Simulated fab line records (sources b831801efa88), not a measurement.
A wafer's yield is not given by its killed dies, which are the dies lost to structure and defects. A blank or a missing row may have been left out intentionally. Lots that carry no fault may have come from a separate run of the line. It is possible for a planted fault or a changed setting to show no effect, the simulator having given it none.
A lot that was struck, set against a sound lot | flow gf180mcu | 43 steps out of a route of 602
Sound: these wafers, L912.1, L912.3, L912.5. Struck: wafer L921.2 (left out: L921.3, L921.5 of the same lot, which were not struck); the cause appears at the end.
Order at every step that has rows: each side's tool, ch and its chambers, its first start. Under that, the readings that differ: sound wafers | struck wafers | difference of the means | sigmas: that difference in standard deviations of wafers without a fault.
alike: words and numbers the same on both sides, and readings whose means are apart by under 2 such deviations; not compared: readings that were withheld, readings missing a value for some wafer, numbers with overlapping values and no deviation given by the record, and bounds like >300 which may hide the same value.
The two part at a step that has a row with sigmas, a row that says differs or no value, or rows on one side only. Numbers that have no deviation but don't overlap get no sigmas and don't part them. A reading that every wafer of one side lacks parts them only if that side has two wafers or more.

first, 1 step without rows for these wafers: GF_STI_OXIDATION_01 (stabilise 600 s, purge 300 s, target thk 10 nm).
GF_STI_THK_MEAS_02:
  sound on film metro-02 at day 2 23:00; struck on film metro-02 at day 4 19:31
  alike: STI_OXIDATION_THK
then, 1 step without rows for these wafers: GF_STI_CVD_03 (deposits Si3N4 from DCS/NH3, target thk 207.16 nm, time 3551 s).
GF_STI_THK_MEAS_04:
  sound on film metro-02 at day 3 01:04; struck on film metro-03 at day 4 21:34
  alike: STI_CVD_03_THK
then, 7 steps without rows for these wafers: GF_STI_DEHYDRATE_05 (time 60 s); GF_STI_HMDS_06 (prime time 60 s); GF_STI_COAT_07 (resist thk 700 nm); GF_STI_SOFTBAKE_08 (time 60 s); GF_STI_EXPOSE_09 (exposes mask COMP, target cd 220 nm); GF_STI_PEB_10 (peb time 90 s); GF_STI_DEVELOP_11 (develop time 60 s).
GF_STI_CD_MEAS_12: target cd 220 nm.
  sound on cd sem-01 at day 3 13:46; struck on cd sem-01 at day 5 11:41
  alike: cd nm
GF_STI_ETCH_13: etches the open film in CHF3/O2, stops on Si, target depth 282.31 nm, time 112.9 s.
  sound on rie diel-01 ch 0,1,2, day 3 13:53; struck on rie diel-01 ch 1, day 5 11:47
  alike: chamber pressure mTorr, chf3 flow sccm, drypump motor current A, oes product au, rf fwd power W, throttle valve pct
  not compared: rf hours counter h
GF_STI_ETCH_14: etches Si in HBr/Cl2/O2, target depth 360 nm, time 102.9 s.
  sound on rie si-02 ch 0,1,2, day 3 13:58; struck on rie si-01 ch 3, day 5 11:52
  alike: chamber pressure mTorr, drypump motor current A, oes product au, rf fwd power W, throttle valve pct
  not compared: rf hours counter h
GF_STI_STRIP_15: strips in O2/N2.
  sound on plasma asher-01 ch 0,1, day 3 14:02; struck on plasma asher-04 ch 1, day 5 11:57
  reading                     | sound          | struck | difference | sigmas
  drypump motor current A (A) | 6.02 5.84 6.01 | 5.60   | -0.36      | -2
  alike: chamber pressure mTorr, heater power w, oes product au, platen temp c, strip time to endpoint s
  not compared: rf hours counter h
then, 6 steps without rows for these wafers: GF_STI_CLEAN_16 (cleans in dHF, time 25 s); GF_STI_WET_ETCH_17 (etches Si3N4 in H3PO4, target depth 45 nm, time 514 s); GF_STI_CLEAN_18 (cleans in SC1/SC2, time 150 s); GF_STI_CLEAN_19 (cleans in dHF, time 20 s); GF_STI_WET_ETCH_20 (etches SiO2 in dHF, target depth 20 nm, time 400 s); GF_STI_OXIDATION_21 (stabilise 600 s, purge 300 s, target thk 15 nm).
GF_STI_THK_MEAS_22:
  sound on film metro-03 at day 3 15:56; struck on film metro-03 at day 5 13:33
  alike: STI_OXIDATION_01_THK
then, 1 step without rows for these wafers: GF_STI_CVD_23 (deposits SiO2, target thk 650 nm, time 108.3 s).
GF_STI_THK_MEAS_24:
  sound on film metro-03 at day 3 16:04; struck on film metro-01 at day 5 13:41
  alike: STI_CVD_23_THK
GF_STI_CMP_25: polishes, stops on Si3N4, t overpolish 33 s, target thk 524.6 nm.
  sound on cmp-02 ch 0,3, day 3 16:07; struck on cmp-01 ch 1, day 5 13:47
  reading             | sound          | struck | difference | sigmas
  motor current A (A) | 10.8 10.0 11.3 | 13.8   | +3.1       | +3
  alike: edge zone pressure frac, head pressure psi, overpolish run s, time to endpoint s
then, 4 steps without rows for these wafers: GF_STI_WET_ETCH_26 (etches SiO2 in dHF, target depth 94 nm, time 188 s); GF_STI_WET_ETCH_27 (etches Si3N4 in H3PO4, target depth 160 nm, time 1825 s); GF_STI_WET_ETCH_28 (etches SiO2 in dHF, target depth 20 nm, time 40 s); GF_STI_OXIDATION_29 (stabilise 600 s, purge 300 s, target thk 10 nm).
GF_STI_THK_MEAS_30:
  sound on film metro-03 at day 3 18:46; struck on film metro-01 at day 5 16:23
  alike: STI_OXIDATION_02_THK
then, 8 steps without rows for these wafers: GF_DNWELL_DEHYDRATE_00 (time 60 s); GF_DNWELL_HMDS_01 (prime time 60 s); GF_DNWELL_COAT_02 (resist thk 3000 nm); GF_DNWELL_SOFTBAKE_03; GF_DNWELL_EXPOSE_04 (exposes mask DNWELL, target cd 1700 nm); GF_DNWELL_PEB_05; GF_DNWELL_DEVELOP_06 (develop time 60 s); GF_DNWELL_IMPLANT_07.
GF_DNWELL_STRIP_08: strips in O2/N2.
  sound on plasma asher-03 ch 0,1, day 4 08:20; struck on plasma asher-01 ch 0, day 6 07:22
  alike: chamber pressure mTorr, drypump motor current A, heater power w, oes product au, platen temp c, strip time to endpoint s
  not compared: rf hours counter h
GF_DNWELL_TW_MEAS_09:
  sound on film metro-03 at day 4 08:26; struck on film metro-01 at day 6 07:28
  alike: DNWELL_TW
then, 2 steps without rows for these wafers: GF_NWELL_DEHYDRATE_00 (time 60 s); GF_NWELL_HMDS_01 (prime time 60 s).
-- the record jumps here: 27 days lie between the struck wafers' starts before and after (it left off in module NWELL and takes up again in module PASSIVATION, whose first step shown is number 602 of the route) --
GF_PASSIVATION_PROBE_99:
  record: rows for the struck wafers here (prober-01, day 33 08:00), none for the sound ones

== WHERE THEY PART ==
Earliest at GF_STI_STRIP_15; latest, in this record, at GF_PASSIVATION_PROBE_99.

WHY: what had been put in by the simulator
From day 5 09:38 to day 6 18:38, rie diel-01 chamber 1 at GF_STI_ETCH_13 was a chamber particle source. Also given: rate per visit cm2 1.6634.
